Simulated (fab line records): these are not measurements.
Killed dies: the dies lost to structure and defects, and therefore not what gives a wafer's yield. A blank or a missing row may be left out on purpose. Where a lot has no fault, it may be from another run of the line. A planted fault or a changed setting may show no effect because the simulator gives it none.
The tool behind it: which one?    flow sfq_line    14 lots, 42 wafers sampled, at 2 steps of a route of 325

WHAT THE GAUGES SHOWED, per wafer
SFQ_JJ_RS_MEAS_929: measurement is done with a four-point probe. Usual: JJ_NB_RS typically reads 1.051 ohm/sq, with standard deviation 0.0091.
lot   measured      on             JJ_NB_RS (ohm/sq)  flag
L502  day 60 12:33  film_metro-03  1.054 1.062 1.063  
L503  day 60 19:44  film_metro-03  1.053 1.045 1.053  
L504  day 60 23:22  film_metro-02  1.054 1.061 1.056  
L507  day 61 22:55  film_metro-02  1.046 1.041 1.056  
L510  day 63 14:18  film_metro-03  1.052 1.055 1.057  
L511  day 63 20:20  film_metro-01  1.064 1.058 1.061  
L512  day 64 03:32  film_metro-02  1.046 1.056 1.055  
L515  day 66 17:09  film_metro-03  1.062 1.068 1.064  
L516  day 66 18:22  film_metro-01  1.056 1.744 1.057  OFF
L519  day 66 21:57  film_metro-02  1.049 1.708 1.039  OFF
L520  day 66 23:10  film_metro-01  1.036 1.038 1.024  
L521  day 67 00:23  film_metro-02  1.054 1.056 1.051  
L523  day 67 02:45  film_metro-03  1.041 1.040 1.043  
L524  day 67 03:57  film_metro-01  1.049 1.044 1.047  

EACH LOT AND THE TOOL THAT RAN IT (in order: tool; ch and the chambers of the sampled wafers; start)
lot   SFQ_TRILAYER_JJ_TRILAYER_DEP_SPUTTER_112
L502  pvd_sputter-03, day 60 12:28
L503  pvd_sputter-04, day 60 19:40
L504  pvd_sputter-03, day 60 23:16
L507  pvd_sputter-03, day 61 22:50
L510  pvd_sputter-04, day 63 14:13
L511  pvd_sputter-04, day 63 20:13
L512  pvd_sputter-03, day 64 03:25
L515  pvd_sputter-03, day 66 17:04
L516  pvd_sputter-04, day 66 18:16
L519  pvd_sputter-04, day 66 21:52
L520  pvd_sputter-05, day 66 23:04
L521  pvd_sputter-03, day 67 00:16
L523  pvd_sputter-05, day 67 02:40
L524  pvd_sputter-03, day 67 03:52
- SFQ_TRILAYER_JJ_TRILAYER_DEP_SPUTTER_112: material Nb, target thk 170 nm, time 113.3 s.

WHAT THE TOOLS THEMSELVES READ (means of the sampled wafers that have a number; where no wafer has one, the mark that the record gives instead)
SFQ_TRILAYER_JJ_TRILAYER_DEP_SPUTTER_112. Usual: chamber_pressure_pa 0.13333 Pa, standard deviation 0.00027; throttle_valve_pct 29.7 %, standard deviation 0.95.
lot   tool            chamber_pressure_pa (Pa)  throttle_valve_pct (%)  flag
L502  pvd_sputter-03  0.13313                   29.4                    
L503  pvd_sputter-04  0.13335                   29.6                    
L504  pvd_sputter-03  0.13324                   29.5                    
L507  pvd_sputter-03  0.13339                   29.2                    
L510  pvd_sputter-04  0.13340                   29.0                    
L511  pvd_sputter-04  0.13338                   28.8                    
L512  pvd_sputter-03  0.13357                   29.9                    
L515  pvd_sputter-03  0.13313                   29.3                    
L516  pvd_sputter-04  0.13350                   29.7                    
L519  pvd_sputter-04  0.13333                   29.2                    
L520  pvd_sputter-05  0.13346                   30.1                    
L521  pvd_sputter-03  0.13336                   29.4                    
L523  pvd_sputter-05  0.13313                   29.7                    
L524  pvd_sputter-03  0.13326                   30.2                    

THE ANSWER, worked out from the rows above alone
Rule: take the mean of a lot's wafers that have a number; if it is more than 3 standard deviations from the usual mean, the lot is off. Also off: a lot with no number at a reading for which 4 or more lots have one. Any other lot the step has rows for is counted as sound. After the gauges, taken in route order, come the tools' own readings; for these a lot's mean is taken, as printed above. At the first step where some lot is off, the reading lying furthest off is the one used; lots without a number count as furthest.
Off: L516, L519, at SFQ_JJ_RS_MEAS_929 (JJ_NB_RS).
A tool fits if, at a process step before that reading, it ran every lot that is off, and no sound lot after the first of them. Those tools and the gauges at SFQ_JJ_RS_MEAS_929 are tried in the same way. One candidate fits, namely pvd_sputter-04 at SFQ_TRILAYER_JJ_TRILAYER_DEP_SPUTTER_112. A fault onset in the window from L511 (day 63 20:13, its last sound lot) to L516 (day 66 18:16, its first lot off) fits.

WHAT THE SIMULATOR PUT IN
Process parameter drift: pvd_sputter-04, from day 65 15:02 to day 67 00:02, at SFQ_TRILAYER_JJ_TRILAYER_DEP_SPUTTER_112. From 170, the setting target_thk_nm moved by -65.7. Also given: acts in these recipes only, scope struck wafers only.
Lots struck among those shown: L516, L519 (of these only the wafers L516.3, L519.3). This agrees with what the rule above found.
